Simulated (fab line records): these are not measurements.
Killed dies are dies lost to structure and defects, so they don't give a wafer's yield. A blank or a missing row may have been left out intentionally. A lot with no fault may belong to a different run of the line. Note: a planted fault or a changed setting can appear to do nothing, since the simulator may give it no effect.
Matching of chambers    flow sky130    SKY_METAL4_ETCH_17 on rie_diel-01: 4 sister chambers
The step etches SiO2 in C4F8/O2/Ar, stops on TiN, time 3.9 s, target depth 15 nm. 30 wafers are shown with their chamber, then 12 later ones without.

EACH WAFER AND ITS CHAMBER
wafer   chamber  oes_product_au (a.u.)
L074.1  1        0.757
L074.2  2        0.752
L074.3  0        0.761
L074.4  3        0.778
L074.5  3        0.776
L074.6  0        0.771
L076.1  0        0.746
L076.2  1        0.747
L076.3  3        0.751
L076.4  2        0.755
L076.5  1        0.754
L076.6  2        0.758
L079.1  3        0.760
L079.2  2        0.753
L079.3  0        0.751
L079.4  1        0.759
L079.5  2        0.752
L079.6  3        0.755
L081.3  0        0.751
L081.5  2        0.767
L081.6  1        0.764
L083.2  2        0.747
L083.5  3        0.750
L083.6  2        0.756
L084.2  2        0.752
L084.3  3        0.737
L084.6  2        0.757
L087.3  0        0.751
L087.4  2        0.756
L087.6  2        0.760

SIGNATURES, as means of the wafers listed above
reading         chamber 0  chamber 1  chamber 2  chamber 3  scatter within a chamber
oes_product_au  0.75517    0.75620    0.75542    0.75814    0.00909
Rule: a wafer's distance from a chamber is the root of the sum, over the readings, of the square of ((its reading less the chamber's mean) divided by the reading's scatter). The wafer belongs to the nearest chamber; if the next one is less than 2 further off, it can't be placed. The scatter: the root of (the sum of the squares of (reading less its chamber's mean) over the shown wafers, divided by (wafers less chambers)).

WAFERS WHOSE CHAMBER IS MISSING
wafer   oes_product_au (a.u.)
L089.1  0.755
L089.2  0.750
L089.3  0.744
L090.3  0.743
L090.4  0.738
L090.6  0.764
L092.2  0.759
L092.4  0.758
L092.6  0.755
L093.3  0.759
L093.5  0.767
L093.6  0.758

EACH ONE'S CHAMBER
wafer   from the rows above                in truth
L089.1  can't be placed: 0 or 2 or 1 or 3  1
L089.2  can't be placed: 0 or 2 or 1 or 3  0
L089.3  can't be placed: 0 or 2 or 1 or 3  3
L090.3  can't be placed: 0 or 2 or 1 or 3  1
L090.4  can't be placed: 0 or 2 or 1 or 3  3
L090.6  can't be placed: 3 or 1 or 2 or 0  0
L092.2  can't be placed: 3 or 1 or 2 or 0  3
L092.4  can't be placed: 3 or 1 or 2 or 0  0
L092.6  can't be placed: 0 or 2 or 1 or 3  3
L093.3  can't be placed: 3 or 1 or 2 or 0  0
L093.5  can't be placed: 3 or 1 or 2 or 0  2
L093.6  can't be placed: 3 or 1 or 2 or 0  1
0 of 12 placed correctly. Can't be placed from these rows: 12 (the true chamber is among the candidates in 12). Number placed wrongly: 0.
